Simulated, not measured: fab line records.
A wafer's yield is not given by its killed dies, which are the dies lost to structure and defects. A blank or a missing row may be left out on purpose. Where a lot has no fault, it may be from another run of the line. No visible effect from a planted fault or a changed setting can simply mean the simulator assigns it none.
A lot that was struck, set against a sound lot -- flow sky130 -- 29 steps out of a route of 708
Sound: the wafers L866.2, L866.3, L866.4. The struck wafers were L870.2, L870.4, L870.5. The cause is named last.
For every step that has rows: the tool of each side, followed by ch and its chambers, followed by its first start. Under that, the readings that differ: sound wafers -- struck wafers -- difference of the means -- sigmas: that difference in standard deviations of wafers without a fault.
alike: same words and numbers on both sides, and readings whose means sit less than 2 such deviations apart. not compared: any withheld reading, any reading some wafer has no value for, any bound like >300 that may hide the same value, and any number with overlapping values for which the record gives no deviation.
A row with sigmas, a row that says differs or no value, or rows on one side alone: a step with any of these is where the two part. Non-overlapping numbers with no deviation appear without sigmas and do not part them. A reading missing from all wafers of one side parts the sides only when that side holds two or more wafers.

SKY_SD_N_OVL_MEAS_08:
  sound on overlay-01, day 32 08:26; struck on overlay-02, day 33 16:25
reading,sound,struck,difference,sigmas
SD_N_OVL (nm),3.5 3.7 1.5,-2.0 -1.4 1.0,-3.7,-3
then, 2 steps without rows for these wafers: SKY_SD_N_IMPLANT_09; SKY_SD_N_IMPLANT_10.
SKY_SD_N_STRIP_11: strips in O2/N2.
  sound on plasma_asher-01 ch 0,1, day 32 08:46; struck on plasma_asher-03 ch 0,1, day 33 16:44
  alike: drypump_motor_current_A, oes_product_au, strip_time_to_endpoint_s
  not compared: rf_hours_counter_h
SKY_SD_N_TW_MEAS_12:
  sound on film_metro-03, day 32 08:53; struck on film_metro-01, day 33 16:51
reading,sound,struck,difference,sigmas
SD_N_TW,4036 4009 4021,3965 3983 3960,-53,-2
then, 1 step without rows for these wafers: SKY_SD_N_CLEAN_13 (cleans in SC1/SC2, time 150 s).
SKY_SD_N_RTA_14: time 2 s.
  sound on rtp_anneal-01 ch 0, day 32 08:59; struck on rtp_anneal-01 ch 0, day 33 16:58
  alike: lamp_power_pct, wafer_temp_C_max
SKY_SD_N_RS_MEAS_16: measures by four-point-probe.
  sound on film_metro-01, day 32 09:11; struck on film_metro-01, day 33 17:09
  alike: SD_N_RS
SKY_SD_N_RS_MEAS_17: measures by four-point-probe.
  sound on film_metro-01, day 32 09:18; struck on film_metro-01, day 33 17:16
  alike: SD_P_RS
SKY_SD_N_RS_MEAS_18: measures by four-point-probe.
  sound on film_metro-01, day 32 09:25; struck on film_metro-01, day 33 17:23
  alike: RES_XHIGH_RS
then, 1 step without rows for these wafers: SKY_SALICIDE_CLEAN_00 (cleans in HF-last, time 30 s).
SKY_LI_CONTACT_HDPCVD_00: deposits PSG, target thk 930 nm, time 155 s.
  sound on hdpcvd-01 ch 0,1, day 32 09:33; struck on hdpcvd-02 ch 0,1,2, day 33 17:31
SKY_LI_CONTACT_THK_MEAS_01:
  sound on film_metro-04, day 32 09:40; struck on film_metro-04, day 33 17:37
reading,sound,struck,difference,sigmas
LI_CONTACT_HDPCVD_THK (nm),926 930 937,787 792 814,-133,-10
SKY_LI_CONTACT_CMP_02: polishes PSG.
  sound on cmp-02 ch 1,2,3, day 32 09:43; struck on cmp-02 ch 0,1,2, day 33 17:43
  alike: motor_current_A, time_to_endpoint_s
SKY_LI_CONTACT_BOW_MEAS_03:
  sound on film_metro-01, day 32 10:04; struck on film_metro-01, day 33 17:59
  alike: LI_CONTACT_BOW
then, 8 steps without rows for these wafers: SKY_LI_CONTACT_DEHYDRATE_04 (time 60 s); SKY_LI_CONTACT_HMDS_05 (prime time 60 s); SKY_LI_CONTACT_COAT_06 (resist thk 60 nm); SKY_LI_CONTACT_COAT_07 (resist thk 450 nm); SKY_LI_CONTACT_SOFTBAKE_08 (time 90 s); SKY_LI_CONTACT_EXPOSE_09 (exposes mask LICM1, target cd 170 nm); SKY_LI_CONTACT_PEB_10; SKY_LI_CONTACT_DEVELOP_11 (develop time 60 s).
SKY_LI_CONTACT_CD_MEAS_12: the cd target is 170 nm.
  sound on cd_sem-02, day 33 12:40; struck on cd_sem-02, day 34 20:44
  alike: cd_nm
SKY_LI_CONTACT_OVL_MEAS_13:
  sound on overlay-02, day 33 12:46; struck on overlay-01, day 34 20:50
  alike: LI_CONTACT_OVL
SKY_LI_CONTACT_ETCH_14: etches BARC in N2/H2, stops on SiO2, time 45.9 s, target depth 60 nm.
  sound on rie_diel-03 ch 0,1,3, day 33 12:47; struck on rie_diel-01 ch 0,2,3, day 34 20:52
  alike: drypump_motor_current_A, oes_product_au, throttle_valve_pct
  not compared: rf_hours_counter_h
SKY_LI_CONTACT_ETCH_15: etches PSG in C4F8/O2/Ar, stops on Si, target depth 600 nm.
  sound on rie_diel-03 ch 0,1,3, day 33 12:50; struck on rie_diel-01 ch 0,2,3, day 34 20:55
reading,sound,struck,difference,sigmas
oes_product_au (a.u.),0.839 0.840 0.838,0.734 0.737 0.736,-0.103,-22
SKY_LI_CONTACT_STRIP_16: strips in O2/N2.
  sound on plasma_asher-01 ch 0,1, day 33 12:55; struck on plasma_asher-04 ch 0,1, day 34 20:59
  alike: drypump_motor_current_A, oes_product_au, strip_time_to_endpoint_s
  not compared: rf_hours_counter_h
SKY_PAD_OPEN_PROBE_99:
  the record holds rows for the sound wafers here (prober-02, day 49 02:08) but none for the struck ones

## WHERE THEY PART
First at SKY_SD_N_OVL_MEAS_08; last, within this record, at SKY_PAD_OPEN_PROBE_99.

WHY: whatever the simulator had introduced
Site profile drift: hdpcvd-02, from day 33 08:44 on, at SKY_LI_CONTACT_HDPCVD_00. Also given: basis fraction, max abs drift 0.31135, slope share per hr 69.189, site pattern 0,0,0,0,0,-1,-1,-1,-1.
